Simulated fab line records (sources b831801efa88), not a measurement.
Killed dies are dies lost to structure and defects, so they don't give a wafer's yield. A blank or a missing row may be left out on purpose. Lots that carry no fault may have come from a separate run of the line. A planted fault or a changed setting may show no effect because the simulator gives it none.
A single fault, viewed from 2 desks || flow gf180mcu || each desk has only its own numbers; what lay behind them comes last

## FOR THE TOOL OWNER'S DESK: cvdW-01
The tool's own readings at GF_V2_CVD_23 (deposits W, target thk 350 nm, time 104.94 s): means of the sampled wafers that have a number, for each lot that ran on this tool. Marked OUT: a lot whose mean sits more than 4 standard deviations from the usual mean, which makes it out of limits; the brackets give that distance.
Columns: A = chamberPressureTorr at GF_V2_CVD_23, usual 40.00 Torr; B = heaterPowerW at GF_V2_CVD_23, usual 812 W
{"lot": "L625", "first seen here": "day 20 03:39", "A": 39.96, "B": 802}
{"lot": "L636", "first seen here": "day 24 11:29", "A": 39.97, "B": 817}
{"lot": "L639", "first seen here": "day 25 13:56", "A": 39.98, "B": 816}
This desk found nothing out of limits on any of the 3 lots.

## THE METROLOGY DESK
What the gauges read, lot by lot, whatever tool the lot ran on: means of the sampled wafers that have a number. Marked OUT: a lot whose mean sits more than 4 standard deviations from the usual mean, which makes it out of limits; the brackets give that distance.
Columns: A = cdNm at GF_V2_CD_MEAS_14, usual 259.8 nm; B = V2_OVL at GF_V2_OVL_MEAS_15, usual -5 nm; C = V2_W_RS at GF_V2_RS_MEAS_24, usual 0.328 ohm/sq
{"lot": "L625", "first seen here": "day 20 02:44", "A": 260.0, "B": 1, "C": 0.334}
{"lot": "L629", "first seen here": "day 21 14:55", "A": 261.1, "B": -2, "C": 0.328}
{"lot": "L636", "first seen here": "day 24 10:34", "A": 261.4, "B": -13, "C": 0.330}
{"lot": "L639", "first seen here": "day 25 13:02", "A": 261.1, "B": -10, "C": 0.326}
{"lot": "L641", "first seen here": "day 26 07:14", "A": 260.3, "B": -2, "C": 0.323}
{"lot": "L648", "first seen here": "day 28 02:07", "A": 260.5, "B": -8, "C": 0.327}
This desk found nothing out of limits on any of the 6 lots.

## ALL TOGETHER
The desk of the tool owner found nothing out of limits.
Nothing out of limits was seen by the metrology desk.

## WHAT THE SIMULATOR PUT IN
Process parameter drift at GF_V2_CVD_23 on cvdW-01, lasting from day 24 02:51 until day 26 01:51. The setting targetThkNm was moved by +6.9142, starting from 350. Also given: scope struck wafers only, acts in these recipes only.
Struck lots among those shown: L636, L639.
